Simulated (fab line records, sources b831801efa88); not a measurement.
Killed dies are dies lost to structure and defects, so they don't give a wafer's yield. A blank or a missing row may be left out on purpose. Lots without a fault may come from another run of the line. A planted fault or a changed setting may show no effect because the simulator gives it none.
A struck lot beside a sound one | flow sky130 | 15 steps out of a route of 708
Sound: wafers L826.3, L826.4, L826.6. Struck: wafers L836.2, L836.5, L836.6. The cause comes at the end.
At each step with rows: each side's tool, then ch and its chambers, then its first start. Under that, the readings that differ: sound wafers | struck wafers | difference of the means | sigmas: that difference in standard deviations of wafers without a fault.
alike: readings whose means differ by less than 2 such deviations, and words and numbers that are the same on both sides. not compared: withheld readings, readings that some wafer has no value for, bounds like >300 that may hide the same value, and numbers for which the record gives no deviation and whose values overlap.
The two part at a step that has a row with sigmas, a row that says differs or no value, or rows on one side only. Numbers that don't overlap but have no deviation are shown without sigmas and don't part them. A reading that every wafer of one side lacks parts them only if that side has two wafers or more.

first, 8 steps without rows for these wafers: SKY_METAL2_DEHYDRATE_07 (time 60 s); SKY_METAL2_HMDS_08 (prime time 60 s); SKY_METAL2_COAT_09 (resist thk 60 nm); SKY_METAL2_COAT_10 (resist thk 450 nm); SKY_METAL2_SOFTBAKE_11 (time 90 s); SKY_METAL2_EXPOSE_12 (exposes mask MM2, target cd 140 nm); SKY_METAL2_PEB_13; SKY_METAL2_DEVELOP_14 (develop time 61.34 s).
SKY_METAL2_CD_MEAS_15: target cd 140 nm.
  sound on cd_sem-01, day 38 04:11; struck on cd_sem-02, day 41 02:10
  alike: cd_nm
SKY_METAL2_OVL_MEAS_16:
  sound on overlay-02, day 38 04:16; struck on overlay-02, day 41 02:16
  reading         | sound    | struck      | difference | sigmas
  METAL2_OVL (nm) | -5 -3 -1 | -20 -14 -15 | -13        | -2
SKY_METAL2_DESCUM_17: chemistry O2, time 8 s.
  sound on rie_metal-01 ch 0,1, day 38 04:18; struck on rie_metal-02 ch 0,1, day 41 02:18
  alike: drypump_motor_current_A, he_backside_leak_sccm, oes_product_au
  not compared: rf_hours_counter_h
SKY_METAL2_ETCH_18: etches BARC in N2/H2, stops on SiO2, time 45.9 s, target depth 60 nm.
  sound on rie_metal-01 ch 0,1, day 38 04:21; struck on rie_metal-02 ch 0,1, day 41 02:21
  reading          | sound          | struck         | difference | sigmas
  run_length_s (s) | 75.1 74.0 74.7 | 76.7 77.4 76.9 | +2.4       | +2
  alike: drypump_motor_current_A, he_backside_leak_sccm, oes_product_au, throttle_valve_pct
  not compared: rf_hours_counter_h
SKY_METAL2_METAL_ETCH_19: etches the open film in Cl2/BCl3, stops on SiO2, target depth 360 nm, time 78 s.
  sound on rie_metal-01 ch 0,1, day 38 04:25; struck on rie_metal-02 ch 0,1, day 41 02:26
  reading                                       | sound             | struck            | difference | sigmas
  oes_product_au (a.u.)                         | 0.860 0.853 0.855 | 0.993 0.979 0.995 | +0.133     | +23
  run_length_s (s)                              | 106.7 106.5 107.1 | 97.4 98.4 97.4    | -9.0       | -8
  model.KrF-thick_of_METAL2_COAT_10.thk_nm (nm) | 151.9 157.6 152.8 | 188.5 192.1 188.7 | +35.7      |
  model.METAL2.cd_nm (nm)                       | 139.7 137.4 140.6 | 142.5 144.9 144.8 | +4.8       |
  alike: drypump_motor_current_A, he_backside_leak_sccm, throttle_valve_pct
  not compared: rf_hours_counter_h
SKY_METAL2_STRIP_20: strips in O2/N2.
  sound on plasma_asher-01 ch 0,1, day 38 04:31; struck on plasma_asher-01 ch 0,1, day 41 02:33
  reading                      | sound             | struck            | difference | sigmas
  oes_product_au (a.u.)        | 0.337 0.346 0.342 | 0.358 0.354 0.355 | +0.014     | +3
  strip_time_to_endpoint_s (s) | 2.62 2.70 2.62    | 3.03 3.06 3.02    | +0.39      | +12
  alike: drypump_motor_current_A
  not compared: rf_hours_counter_h
then, 1 step without rows for these wafers: SKY_METAL2_STRIP_21 (strips in post etch residue remover, time 1200 s).

WHERE THEY PART
First at SKY_METAL2_OVL_MEAS_16; last, within this record, at SKY_METAL2_STRIP_20.

WHY: what the simulator had put in
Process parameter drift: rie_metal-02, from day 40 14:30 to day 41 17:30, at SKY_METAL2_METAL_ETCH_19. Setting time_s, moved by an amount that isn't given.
